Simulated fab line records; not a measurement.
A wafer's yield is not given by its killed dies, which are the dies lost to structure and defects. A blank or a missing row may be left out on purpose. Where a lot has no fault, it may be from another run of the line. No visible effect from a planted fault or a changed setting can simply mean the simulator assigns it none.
Which tool is to blame? | flow gf180mcu | 14 lots, 42 wafers sampled, at 2 steps of a route of 602

WHAT THE GAUGES READ, wafer by wafer
GF_V2_THK_MEAS_03.
lot  | measured     | on           | V2_CVD_02_THK (nm)
L225 | day 20 05:54 | filmMetro-04 | 834 856 859
L226 | day 20 13:15 | filmMetro-01 | 848 847 857
L227 | day 21 01:10 | filmMetro-03 | 852 859 854
L229 | day 21 16:50 | filmMetro-04 | 866 861 871
L230 | day 22 08:19 | filmMetro-03 | 852 859 870
L231 | day 22 16:35 | filmMetro-01 | 843 846 858
L234 | day 23 17:37 | filmMetro-01 | 854 870 865
L239 | day 25 09:31 | filmMetro-03 | 849 857 865
L240 | day 25 16:34 | filmMetro-04 | 835 852 858
L242 | day 26 07:06 | filmMetro-03 | 860 855 863
L243 | day 26 11:05 | filmMetro-03 | 845 853 854
L244 | day 26 20:22 | filmMetro-04 | 839 855 853
L245 | day 27 01:04 | filmMetro-03 | 836 855 862
L246 | day 27 09:33 | filmMetro-01 | 854 865 857

WHAT TOOL EACH LOT RAN ON (gives the tool, then ch and the chambers of the sampled wafers, and finally the start)
lot  | GF_STI_WET_ETCH_17
L225 | wetBench-02 ch 1, day 2 11:36
L226 | wetBench-01 ch 1, day 2 16:57
L227 | wetBench-02 ch 2, day 2 21:32
L229 | wetBench-02 ch 3, day 3 08:31
L230 | wetBench-02 ch 1, day 3 14:57
L231 | wetBench-02 ch 2, day 3 19:49
L234 | wetBench-01 ch 1, day 4 10:16
L239 | wetBench-02 ch 0, day 5 13:17
L240 | wetBench-01 ch 3, day 5 17:09
L242 | wetBench-02 ch 2, day 6 04:18
L243 | wetBench-01 ch 3, day 6 09:54
L244 | wetBench-01 ch 0, day 6 15:55
L245 | wetBench-04 ch 1, day 6 19:05
L246 | wetBench-04 ch 3, day 7 00:57
- GF_STI_WET_ETCH_17: etches Si3N4 in H3PO4, target depth 45 nm, time 514 s.

WHAT THE TOOLS THEMSELVES READ (means of the sampled wafers that have a number; where no wafer has one, the mark that the record gives instead)
GF_STI_WET_ETCH_17.
lot  | tool        | bathGuardTempC (C) | tempC (C)
L225 | wetBench-02 | 160.8              | 159.90
L226 | wetBench-01 | 160.3              | 160.10
L227 | wetBench-02 | 158.8              | 160.06
L229 | wetBench-02 | 161.2              | 160.07
L230 | wetBench-02 | 160.9              | 159.95
L231 | wetBench-02 | 159.0              | 160.12
L234 | wetBench-01 | 160.3              | 160.09
L239 | wetBench-02 | 155.6              | 155.64
L240 | wetBench-01 | 160.2              | 159.96
L242 | wetBench-02 | 154.9              | 155.53
L243 | wetBench-01 | 160.3              | 159.99
L244 | wetBench-01 | 159.0              | 160.12
L245 | wetBench-04 | 159.5              | 160.02
L246 | wetBench-04 | 159.7              | 159.75

THE ANSWER, worked out from the rows above alone
Rule: what is usual is taken from the lots themselves. Put in order of their means at a reading, lots are off if they are a third of the lots or fewer, leave a main group of 4 or more, and stand apart from it by a gap of 3 or more times the standard deviation of the main group's means; of several such gaps the widest counts. The tables above print the reading to a certain number of digits; a main group whose means all agree to those digits is not used. A lot without any number at a reading at which 4 lots or more have one is off too. All remaining lots with rows at the step are treated as sound. After the gauges, taken in route order, come the tools' own readings; for these a lot's mean is taken, as printed above. At the first step where some lot is off, the reading lying furthest off is the one used; lots without a number count as furthest.
Off at GF_STI_WET_ETCH_17 (tempC): L239, L242. The main group has a mean of 160.01 C with a standard deviation of 0.1.
If a tool, at that step or one of the process steps before it, ran each lot that is off and ran no sound lot following the first of them, it fits. One candidate fits, namely wetBench-02 at GF_STI_WET_ETCH_17. Its last sound lot is L231 (day 3 19:49), its first lot that is off L239 (day 5 13:17): a fault that began between those two fits.
The tool's own readings at GF_STI_WET_ETCH_17 bear it out: on the lots that are off they differ by more than 5 times the standard deviation of the sound lots' means. bathGuardTempC reads 155.2 C there against 160.0 C on the sound lots; tempC reads 155.58 C there against 160.01 C on the sound lots.

WHAT THE SIMULATOR HAD INSERTED
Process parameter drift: wetBench-02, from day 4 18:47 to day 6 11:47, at GF_STI_WET_ETCH_17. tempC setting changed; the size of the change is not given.
Shown lots that were struck: L239, L242. The rule above found the same.
